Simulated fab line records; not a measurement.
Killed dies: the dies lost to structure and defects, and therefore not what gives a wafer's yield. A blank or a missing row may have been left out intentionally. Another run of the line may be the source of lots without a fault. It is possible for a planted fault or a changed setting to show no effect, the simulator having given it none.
Struck lot and sound lot, side by side    flow sky130    18 steps out of a route of 708
Sound: the wafers L976.1, L976.5, L976.6. Struck: wafers L989.3, L989.6 (left out: L989.1, a lot-mate that was not struck); the cause follows at the end.
At each step with rows: each side's tool, then ch and its chambers, then its first start. Under that, the readings that differ: sound wafers    struck wafers    difference of the means    sigmas: that difference in standard deviations of wafers without a fault.
alike: readings with means less than 2 such deviations apart, plus words and numbers identical on both sides. not compared: withheld readings, readings lacking a value on some wafer, bounds such as >300 that could conceal the same value, and numbers that have no deviation in the record and whose values overlap.
A row with sigmas, a row that says differs or no value, or rows on one side alone: a step with any of these is where the two part. Non-overlapping numbers with no deviation appear without sigmas and do not part them. A reading missing from all wafers of one side parts the sides only when that side holds two or more wafers.

first, 4 steps without rows for these wafers: SKY_DNWELL_EXPOSE_04 (exposes mask DNM, target cd 3000 nm); SKY_DNWELL_PEB_05; SKY_DNWELL_DEVELOP_06 (develop time 60 s); SKY_DNWELL_IMPLANT_07.
SKY_DNWELL_STRIP_08: strips in O2/N2.
  sound on plasmaAsher-04 ch 0,1, day 5 00:50; struck on plasmaAsher-02 ch 0, day 7 21:23
reading                   sound        struck   difference  sigmas
drypumpMotorCurrentA (A)  5.1 5.2 5.1  6.2 6.3  +1.1        +3
  alike: oesProductAu, stripTimeToEndpointS
  not compared: rfHoursCounterH
SKY_DNWELL_TW_MEAS_09:
  sound on filmMetro-02, day 5 00:56; struck on filmMetro-04, day 7 21:29
reading    sound           struck     difference  sigmas
DNWELL_TW  1101 1098 1103  1127 1125  +25         +2
then, 6 steps without rows for these wafers: SKY_PWDE_DEHYDRATE_00 (time 60 s); SKY_PWDE_HMDS_01 (prime time 60 s); SKY_PWDE_COAT_02 (resist thk 3000 nm); SKY_PWDE_SOFTBAKE_03; SKY_PWDE_EXPOSE_04 (exposes mask PWDEM, target cd 840 nm); SKY_PWDE_PEB_05.
SKY_PWDE_DEVELOP_06: develop time 60 s.
  sound on lithoTrack-02 ch 0, day 5 17:00; struck on lithoTrack-02 ch 0, day 8 16:00
reading              sound              struck       difference  sigmas
chillPlateTempC (C)  23.25 23.13 23.20  22.96 22.88  -0.27       -2
SKY_PWDE_OVL_MEAS_07:
  sound on overlay-02, day 5 17:57; struck on overlay-01, day 8 17:00
reading        sound          struck  difference                     sigmas
PWDE_OVL (nm)  -1.0 -0.2 0.3  - -     no value on the struck wafers  
next, for these wafers, 1 step has no rows: SKY_PWDE_IMPLANT_08.
SKY_PWDE_STRIP_09: strips in O2/N2.
  sound on plasmaAsher-02 ch 0,1, day 5 18:08; struck on plasmaAsher-02 ch 1, day 8 17:11
reading                   sound              struck       difference  sigmas
stripTimeToEndpointS (s)  36.73 36.74 36.69  37.12 37.00  +0.34       +3
  alike: drypumpMotorCurrentA, oesProductAu
  not compared: rfHoursCounterH
SKY_PWDE_TW_MEAS_10:
  sound on filmMetro-02, day 5 18:14; struck on filmMetro-02, day 8 17:17
reading  sound        struck  difference  sigmas
PWDE_TW  369 371 368  30 30   -339        -97
then, 1 step without rows for these wafers: SKY_NWELL_DEHYDRATE_03 (time 60 s).

## WHERE THEY PART
At SKY_DNWELL_STRIP_08 first; at SKY_PWDE_TW_MEAS_10 last (within this record only).

WHY: what had been put in by the simulator
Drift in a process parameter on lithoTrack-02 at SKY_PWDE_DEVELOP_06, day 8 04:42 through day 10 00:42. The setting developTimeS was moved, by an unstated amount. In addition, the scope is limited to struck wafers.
